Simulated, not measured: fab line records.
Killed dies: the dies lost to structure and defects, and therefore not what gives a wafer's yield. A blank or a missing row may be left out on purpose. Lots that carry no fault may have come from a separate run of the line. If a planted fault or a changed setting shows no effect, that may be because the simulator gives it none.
One fault seen from 2 desks / flow sfq-line / numbers are kept per desk, each desk with only its own; the story behind them comes last

THE TOOL OWNER'S DESK: litho-track-01
The tool's own readings at SFQ_TRILAYER_M8_LITHO_COAT_193 (resist thk 600 nm): means of the sampled wafers that have a number, for each lot that ran on this tool. A lot is out of limits, marked OUT, if its mean lies more than 4 standard deviations from the usual mean; the brackets give that distance.
Columns: A = spin-speed-rpm at SFQ_TRILAYER_M8_LITHO_COAT_193, usual 3000.0 rpm
lot=L484; first seen here=day 85 19:00; A=3000.6
lot=L487; first seen here=day 94 10:00; A=3000.2
lot=L494; first seen here=day 96 21:00; A=2949.3 (-30) OUT
lot=L496; first seen here=day 97 06:00; A=2947.3 (-31) OUT
Finding of this desk: L494, L496 out of limits; the first was L494 at day 96 21:00, on spin-speed-rpm at SFQ_TRILAYER_M8_LITHO_COAT_193. L484, L487: within limits.

AT THE METROLOGY DESK
What the gauges read for every lot (on any tool): the sampled wafers with a number, averaged. A lot is out of limits, marked OUT, if its mean lies more than 4 standard deviations from the usual mean; the brackets give that distance.
Columns: A = I7_OVL at SFQ_I7_OVL_MEAS_947, usual -4 nm; B = M8_OVL at SFQ_M8_OVL_MEAS_948, usual 1 nm
lot=L483; first seen here=day 82 17:11; A=-3; B=0
lot=L484; first seen here=day 85 17:56; A=-3; B=-1
lot=L487; first seen here=day 94 08:49; A=-6; B=4
lot=L494; first seen here=day 96 19:47; A=-4; B=-2
lot=L496; first seen here=day 97 05:04; A=-3; B=3
lot=L501; first seen here=day 98 08:40; A=-8; B=3
Finding of this desk: none of the 6 lots has anything out of limits.

TAKEN TOGETHER
At day 96 21:00, on L494, L496, the tool owner's desk was in a position to raise an alarm.
The metrology desk saw nothing out of limits.
The metrology desk holds a record of L494, L496, inside its limits.
Every lot named ran SFQ_TRILAYER_M8_LITHO_COAT_193 on litho-track-01.

WHAT THE SIMULATOR HAD PUT IN
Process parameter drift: litho-track-01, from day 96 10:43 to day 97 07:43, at SFQ_TRILAYER_M8_LITHO_COAT_193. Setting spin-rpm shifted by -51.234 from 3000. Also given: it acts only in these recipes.
Shown lots that were struck: L494, L496.
Time in hours from fault onset to the first out-of-limits reading at each desk: the tool owner's desk, 10.
